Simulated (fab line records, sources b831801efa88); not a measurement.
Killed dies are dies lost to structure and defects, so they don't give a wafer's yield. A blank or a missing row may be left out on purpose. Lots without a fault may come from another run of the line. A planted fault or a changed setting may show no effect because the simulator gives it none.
Which tool did it? | flow sky130 | 13 lots, 39 wafers sampled, at 2 steps of a route of 708

WHAT THE GAUGES READ, wafer by wafer
SKY_SD_N_TW_MEAS_12. Usual: SD_N_TW 4012, standard deviation 53.
lot  | measured     | on            | SD_N_TW        | flag
L278 | day 28 10:58 | film_metro-04 | 3923 3913 3928 |
L282 | day 29 09:38 | film_metro-02 | 4005 3998 3983 |
L283 | day 30 02:08 | film_metro-04 | 3932 3946 3940 |
L284 | day 30 11:53 | film_metro-04 | 3960 3971 3965 |
L287 | day 31 04:52 | film_metro-04 | 3942 3915 3928 |
L290 | day 32 03:44 | film_metro-02 | 3995 3998 3963 |
L291 | day 32 12:04 | film_metro-04 | 3935 3928 3961 |
L292 | day 33 01:13 | film_metro-01 | 4039 4047 4061 |
L297 | day 34 00:34 | film_metro-01 | 4043 4041 4061 |
L298 | day 34 07:17 | film_metro-01 | 4061 4046 4051 |
L299 | day 34 11:35 | film_metro-01 | 4053 4066 4048 |
L300 | day 34 16:25 | film_metro-01 | 4079 4052 4049 |
L301 | day 35 03:40 | film_metro-01 | 4071 4063 4075 |

SKY_LI_CONTACT_BOW_MEAS_03. Usual: LI_CONTACT_BOW 56 um, standard deviation 6.4.
lot  | measured     | on            | LI_CONTACT_BOW (um) | flag
L278 | day 28 12:05 | film_metro-01 | 61 50 62            |
L282 | day 29 10:49 | film_metro-01 | 54 58 54            |
L283 | day 30 03:16 | film_metro-01 | 52 63 59            |
L284 | day 30 13:02 | film_metro-01 | 49 55 47            |
L287 | day 31 06:00 | film_metro-02 | 55 47 64            |
L290 | day 32 05:19 | film_metro-01 | 63 51 57            |
L291 | day 32 13:11 | film_metro-01 | 55 43 50            |
L292 | day 33 02:21 | film_metro-02 | 56 63 59            |
L297 | day 34 01:41 | film_metro-04 | 65 58 80            |
L298 | day 34 08:26 | film_metro-04 | 50 57 57            |
L299 | day 34 12:44 | film_metro-01 | 55 64 53            |
L300 | day 34 17:32 | film_metro-01 | 55 53 64            |
L301 | day 35 04:47 | film_metro-04 | 54 58 45            |

WHICH TOOL RAN EACH LOT (tool, then ch and the chambers of the sampled wafers, then the start)
The record holds no process step before these readings.

WHAT THE TOOLS THEMSELVES READ (means of the sampled wafers that have a number; where no wafer has one, the mark that the record gives instead)
The record holds no such reading with a usual standard deviation.

THE ANSWER, worked out from the rows above alone
Rule: a lot is off if the mean of its wafers that have a number lies more than 3 standard deviations from the usual mean. A lot without any number at a reading at which 4 lots or more have one is off too. The other lots that the step has rows for count as sound. The gauges are gone through in route order, then the tools' own readings, and for those a lot's mean is taken as printed above. The first step at which some lot is off is used, and at that step the reading that is off furthest; a lot without a number counts as furthest.
No lot is off at any reading shown: from this, nothing can be told.

WHAT THE SIMULATOR HAD PUT IN
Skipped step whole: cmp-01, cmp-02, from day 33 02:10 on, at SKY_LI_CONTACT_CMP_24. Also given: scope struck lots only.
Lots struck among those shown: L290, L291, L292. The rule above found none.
